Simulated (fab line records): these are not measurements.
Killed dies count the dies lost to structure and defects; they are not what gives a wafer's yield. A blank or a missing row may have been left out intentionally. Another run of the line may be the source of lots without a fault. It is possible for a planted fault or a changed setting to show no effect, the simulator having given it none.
2 desks, one fault -- flow gf180mcu -- what lay behind the numbers comes last; until then each desk has only its own

THE METROLOGY DESK
Means of the sampled wafers that have a number, per lot and without regard to the tool the lot ran on: this is what the gauges read. The brackets show how far a lot's mean lies from the usual mean; more than 4 standard deviations puts the lot out of limits, marked OUT.
Columns: A = HV_LDD_OVL at GF_HV_LDD_OVL_MEAS_08, usual -0.3 nm; B = SAB_CVD_00_THK at GF_SAB_THK_MEAS_01, usual 50.0 nm
lot,first seen here,A,B
L578,day 10 10:04,0.6,51.0
L579,day 10 20:58,1.1,49.3
L582,day 11 18:50,1.3,49.0
L583,day 12 00:56,0.3,49.1
L584,day 12 07:04,0.3,49.8
L587,day 13 03:24,-0.9,49.7
L589,day 13 14:04,-0.7,50.9
L590,day 13 19:25,-0.9,49.9
L591,day 14 04:05,-1.5,49.9
L595,day 15 15:22,0.8,50.2
L596,day 15 21:30,1.3,50.1
L597,day 16 07:16,-1.7,50.0
L601,day 17 12:58,-0.5,50.7
This desk found nothing out of limits on any of the 13 lots.

TOOL OWNER'S DESK, litho track-03
The tool's own readings at GF_SAB_COAT_04 (resist thk 1000 nm): means of the sampled wafers that have a number, for each lot that ran on this tool. The brackets show how far a lot's mean lies from the usual mean; more than 4 standard deviations puts the lot out of limits, marked OUT.
Columns: A = chill plate temp C at GF_SAB_COAT_04, usual 23.01 C; B = spin speed rpm at GF_SAB_COAT_04, usual 2999.9 rpm
lot,first seen here,A,B
L578,day 15 07:20,22.96,3000.3
L579,day 15 18:13,23.01,2998.6
L582,day 16 21:08,23.00,2998.9
L589,day 18 23:38,23.02,2998.9
L590,day 19 07:31,22.90,3000.3
L591,day 19 16:58,23.00,3000.7
L596,day 21 14:08,23.16,3298.0 (+99 or more) OUT
L597,day 22 01:52,22.94,3297.3 (+99 or more) OUT
This desk's finding: out of limits on L596, L597; first on L596, day 21 14:08 (spin speed rpm at GF_SAB_COAT_04). Within limits: L578, L579, L582, L589, L590, L591.

PUT TOGETHER
The tool owner's desk had the chance to raise an alarm at day 21 14:08 on L596, L597.
Nothing out of limits was seen by the metrology desk.
The metrology desk holds a record of L596, L597, inside its limits.
GF_SAB_COAT_04 was run on litho track-03 by each of the lots named.

WHAT THE SIMULATOR HAD INSERTED
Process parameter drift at GF_SAB_COAT_04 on litho track-03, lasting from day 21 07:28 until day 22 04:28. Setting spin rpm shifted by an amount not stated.
Lots struck among those shown: L596, L597.
Each desk's first reading out of limits, in hours after the fault started: the tool owner's desk, 7.
